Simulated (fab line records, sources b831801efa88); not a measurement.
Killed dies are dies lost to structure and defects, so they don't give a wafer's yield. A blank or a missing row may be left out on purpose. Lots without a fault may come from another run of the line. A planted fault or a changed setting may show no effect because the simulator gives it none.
Which tool did it? | flow gf180mcu | 14 lots, 42 wafers sampled, at 5 steps of a route of 602

WHAT THE GAUGES READ, wafer by wafer
GF_HV_LDD_TW_MEAS_23.
lot  | measured     | on            | HV_LDD_2_TW
L805 | day 11 04:26 | film_metro-02 | 1062 1058 1067
L806 | day 11 05:20 | film_metro-04 | 1047 1052 1053
L808 | day 11 17:05 | film_metro-01 | 1060 1061 1066
L812 | day 13 04:08 | film_metro-01 | 30 30 30
L813 | day 13 04:53 | film_metro-02 | 30 30 30
L818 | day 14 23:07 | film_metro-02 | 1065 1068 1059
L821 | day 16 03:51 | film_metro-02 | 1065 1067 1061
L820 | day 16 04:20 | film_metro-01 | 1068 1075 1076
L822 | day 16 15:29 | film_metro-02 | 1061 1069 1065
L824 | day 17 00:32 | film_metro-02 | 1057 1052 1058
L825 | day 17 09:18 | film_metro-02 | 1056 1052 1056
L826 | day 17 14:55 | film_metro-01 | 1056 1062 1059
L827 | day 17 17:40 | film_metro-04 | 1059 1062 1065
L828 | day 18 05:05 | film_metro-04 | 1059 1053 1057

GF_M3_CD_MEAS_14: target cd 280 nm.
lot  | measured     | on        | cd_nm (nm)
L805 | day 22 00:59 | cd_sem-01 | 279.6 280.3 280.0
L806 | day 22 01:31 | cd_sem-02 | 281.4 281.4 281.0
L808 | day 22 13:18 | cd_sem-02 | 276.0 276.4 275.9
L818 | day 26 01:38 | cd_sem-01 | 281.2 280.9 280.8
L821 | day 27 05:20 | cd_sem-01 | 280.0 280.5 280.7
L820 | day 27 06:26 | cd_sem-01 | 279.8 278.3 278.2
L822 | day 27 15:20 | cd_sem-01 | 279.5 280.5 279.8
L824 | day 27 23:18 | cd_sem-01 | 279.0 280.2 279.5
L825 | day 28 07:17 | cd_sem-01 | 280.3 280.7 280.0
L826 | day 28 12:08 | cd_sem-01 | 278.0 277.7 277.7
L827 | day 28 15:20 | cd_sem-01 | 280.1 279.5 279.6
L828 | day 28 21:50 | cd_sem-01 | 277.6 279.1 278.5

WHICH TOOL RAN EACH LOT (tool, then ch and the chambers of the sampled wafers, then the start)
lot  | GF_HV_LDD_IMPLANT_21            | GF_V1_ETCH_17                                 | GF_M2_STRIP_17
L805 | implanter-03 ch 0, day 11 04:12 | rie_diel-02 ch 0,1,2, day 19 20:31 or earlier | plasma_asher-01 ch 0,1, day 19 20:31
L806 | implanter-04 ch 0, day 11 05:05 | rie_diel-03 ch 0,1,3, day 19 21:10 or earlier | plasma_asher-04 ch 0,1, day 19 21:10
L808 | implanter-04 ch 0, day 11 16:50 | rie_diel-02 ch 0,1,3, day 20 11:38 or earlier | plasma_asher-01 ch 0,1, day 20 11:38
L812 | implanter-04, day 13 03:53      | -                                             | -
L813 | implanter-03, day 13 04:38      | -                                             | -
L818 | implanter-04 ch 0, day 14 22:49 | rie_diel-03 ch 0,1, day 24 03:45 or earlier   | plasma_asher-02 ch 0, day 24 03:45
L821 | implanter-04 ch 0, day 16 03:37 | rie_diel-02 ch 0,1,2, day 25 08:30 or earlier | plasma_asher-01 ch 0,1, day 25 08:30
L820 | implanter-01 ch 0, day 16 04:05 | rie_diel-03 ch 2,3, day 25 10:53 or earlier   | plasma_asher-02 ch 0,1, day 25 10:53
L822 | implanter-01 ch 0, day 16 15:14 | rie_diel-02 ch 1,2,3, day 25 19:27 or earlier | plasma_asher-02 ch 0,1, day 25 19:27
L824 | implanter-04 ch 0, day 17 00:17 | rie_diel-01 ch 0,2, day 26 04:05 or earlier   | plasma_asher-02 ch 0,1, day 26 04:05
L825 | implanter-03 ch 0, day 17 09:03 | rie_diel-03 ch 0,2,3, day 26 12:41 or earlier | plasma_asher-04 ch 0,1, day 26 12:41
L826 | implanter-03 ch 0, day 17 14:40 | rie_diel-03 ch 1,2,3, day 26 17:37 or earlier | plasma_asher-04 ch 0,1, day 26 17:37
L827 | implanter-03 ch 0, day 17 17:25 | rie_diel-02 ch 1,2,3, day 26 20:30 or earlier | plasma_asher-02 ch 0,1, day 26 20:30
L828 | implanter-04 ch 0, day 18 04:50 | rie_diel-03 ch 0,2, day 27 04:38 or earlier   | plasma_asher-04 ch 0,1, day 27 04:38
- GF_HV_LDD_IMPLANT_21
- GF_V1_ETCH_17: etches SiO2 in C4F8/O2/Ar, stops on TiN, target depth 630 nm.
- GF_M2_STRIP_17: strips in O2/N2.

WHAT THE TOOLS THEMSELVES READ (means of the sampled wafers that have a number; where no wafer has one, the mark that the record gives instead)
GF_HV_LDD_IMPLANT_21.
lot  | tool         | beam_energy_keV | beam_on_s (s) | faraday_current_uA
L805 | implanter-03 | 24.998          | 9.97          | 283
L806 | implanter-04 | 25.002          | 9.97          | 283
L808 | implanter-04 | 24.999          | 10.04         | 280
L812 | implanter-04 | -               | -             | -
L813 | implanter-03 | -               | -             | -
L818 | implanter-04 | 24.997          | 10.04         | 280
L821 | implanter-04 | 24.991          | 9.96          | 284
L820 | implanter-01 | 25.004          | 10.11         | 279
L822 | implanter-01 | 25.010          | 9.98          | 282
L824 | implanter-04 | 25.002          | 9.97          | 282
L825 | implanter-03 | 24.998          | 9.93          | 285
L826 | implanter-03 | 25.003          | 10.09         | 279
L827 | implanter-03 | 24.999          | 10.08         | 279
L828 | implanter-04 | 25.006          | 10.12         | 279

GF_V1_ETCH_17.
lot  | tool        | oes_product_au (a.u.)
L805 | rie_diel-02 | 0.855
L806 | rie_diel-03 | 0.854
L808 | rie_diel-02 | 0.858
L818 | rie_diel-03 | 0.857
L821 | rie_diel-02 | 0.856
L820 | rie_diel-03 | 0.851
L822 | rie_diel-02 | 0.858
L824 | rie_diel-01 | 0.857
L825 | rie_diel-03 | 0.856
L826 | rie_diel-03 | 0.855
L827 | rie_diel-02 | 0.859
L828 | rie_diel-03 | 0.857

GF_M2_STRIP_17.
lot  | tool            | drypump_motor_current_A (A) | heater_power_w (W) | oes_product_au (a.u.) | strip_time_to_endpoint_s (s)
L805 | plasma_asher-01 | 5.2                         | 341                | 0.564                 | 7.86
L806 | plasma_asher-04 | 5.7                         | 333                | 0.554                 | 7.88
L808 | plasma_asher-01 | 5.2                         | 338                | 0.558                 | 7.87
L818 | plasma_asher-02 | 6.0                         | 424                | 0.555                 | 7.88
L821 | plasma_asher-01 | 5.5                         | 343                | 0.559                 | 7.86
L820 | plasma_asher-02 | 5.7                         | 374                | 0.557                 | 7.88
L822 | plasma_asher-02 | 5.7                         | 371                | 0.556                 | 7.89
L824 | plasma_asher-02 | 5.7                         | 374                | 0.557                 | 7.91
L825 | plasma_asher-04 | 5.8                         | 344                | 0.557                 | 7.92
L826 | plasma_asher-04 | 5.7                         | 334                | 0.557                 | 7.92
L827 | plasma_asher-02 | 5.7                         | 376                | 0.559                 | 7.92
L828 | plasma_asher-04 | 5.8                         | 335                | 0.559                 | 7.92

THE ANSWER, worked out from the rows above alone
Rule: what is usual is taken from the lots themselves. Put in order of their means at a reading, lots are off if they are a third of the lots or fewer, leave a main group of 4 or more, and stand apart from it by a gap of 3 or more times the standard deviation of the main group's means; of several such gaps the widest counts. A main group whose means are all the same, to the digits that the tables above print for the reading, isn't used. A lot without any number at a reading at which 4 lots or more have one is off too. The other lots that the step has rows for count as sound. The gauges are gone through in route order, then the tools' own readings, and for those a lot's mean is taken as printed above. The first step at which some lot is off is used, and at that step the reading that is off furthest; a lot without a number counts as furthest.
Off: L812, L813, at GF_HV_LDD_TW_MEAS_23 (HV_LDD_2_TW). The main group: mean 1061, standard deviation 5.7.
A tool fits if, at a process step before that reading, it ran every lot that is off, and no sound lot after the first of them. The gauges at GF_HV_LDD_TW_MEAS_23 aren't tried: what is off there is off at GF_HV_LDD_IMPLANT_21 too, on other tools, and a gauge's error can't cause that. None of those tried fits.

WHAT THE SIMULATOR HAD PUT IN
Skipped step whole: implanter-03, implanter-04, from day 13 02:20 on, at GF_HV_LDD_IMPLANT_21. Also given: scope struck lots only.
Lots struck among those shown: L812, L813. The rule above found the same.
